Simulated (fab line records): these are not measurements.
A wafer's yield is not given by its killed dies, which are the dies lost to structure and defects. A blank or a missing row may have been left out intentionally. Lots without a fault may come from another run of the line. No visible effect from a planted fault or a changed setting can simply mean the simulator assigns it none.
Which of the tools did it?    flow gf180mcu    7 lots, 21 wafers sampled, at 4 steps of a route of 602

## WHAT THE GAUGES READ, wafer by wafer
GF_V1_CD_MEAS_14: target cd 260 nm.
lot   measured      on         cd_nm (nm)
L179  day 19 04:20  cd_sem-02  261.1 262.4 262.1
L181  day 19 21:22  cd_sem-01  260.2 259.7 258.7
L184  day 21 04:34  cd_sem-02  262.1 262.3 262.1
L192  day 24 08:37  cd_sem-02  258.7 257.8 259.9
L194  day 24 15:58  cd_sem-01  - - -
L197  day 25 12:36  cd_sem-01  258.2 257.5 257.5
L199  day 26 05:47  cd_sem-02  258.6 260.2 260.9

## EACH LOT AND THE TOOL THAT RAN IT (in order: tool; ch and the chambers of the sampled wafers; start)
lot   GF_M1_SPUTTER_04              GF_V1_CMP_04                   GF_V1_EXPOSE_11
L179  pvd_sputter-04, day 17 04:24  cmp-02 ch 2,3, day 18 04:17    krf_scanner-02 ch 0, day 18 16:32
L181  pvd_sputter-03, day 17 19:29  cmp-02 ch 0,1, day 18 20:32    krf_scanner-02 ch 0, day 19 09:07
L184  pvd_sputter-04, day 19 02:27  cmp-02 ch 0,1,2, day 20 03:38  krf_scanner-01 ch 0, day 20 16:20
L192  pvd_sputter-03, day 22 09:06  cmp-01 ch 0,1,3, day 23 09:37  krf_scanner-01 ch 0, day 23 21:25
L194  pvd_sputter-03, day 22 17:24  cmp-01 ch 0,1,3, day 23 17:46  krf_scanner-01, day 24 05:19
L197  pvd_sputter-04, day 23 14:55  cmp-02 ch 1,2,3, day 24 14:34  krf_scanner-01 ch 0, day 25 01:29
L199  pvd_sputter-03, day 24 09:00  cmp-01 ch 1,2,3, day 25 08:23  krf_scanner-02 ch 0, day 25 19:34
- GF_M1_SPUTTER_04: material TiN, target thk 50 nm, time 41.7 s.
- GF_V1_CMP_04: polishes SiO2.
- GF_V1_EXPOSE_11: exposes mask Via1, target cd 260 nm.

## THE ANSWER, worked out from the rows above alone
Rule: the lots themselves supply what counts as usual. The widest of any qualifying gaps counts: lots, ordered by their means at a reading, are off when they make up no more than a third of the lots, leave a main group of 4 or more, and stand apart from it by 3 or more times the standard deviation of that group's means. A main group whose means are all the same, to the digits that the tables above print for the reading, isn't used. A lot without any number at a reading at which 4 lots or more have one is off too. Where the step has rows for the other lots, those lots are counted as sound.
Off, at GF_V1_CD_MEAS_14 on cd_nm: L194. Without a number there: L194. Main group: mean 260.0 nm, sd 1.6.
A tool fits if, at a process step before that reading, it ran every lot that is off, and no sound lot after the first of them. Gauges at GF_V1_CD_MEAS_14: tried the same way as those tools. Not one of the candidates tried fits.

## WHAT HAD BEEN PUT IN BY THE SIMULATOR
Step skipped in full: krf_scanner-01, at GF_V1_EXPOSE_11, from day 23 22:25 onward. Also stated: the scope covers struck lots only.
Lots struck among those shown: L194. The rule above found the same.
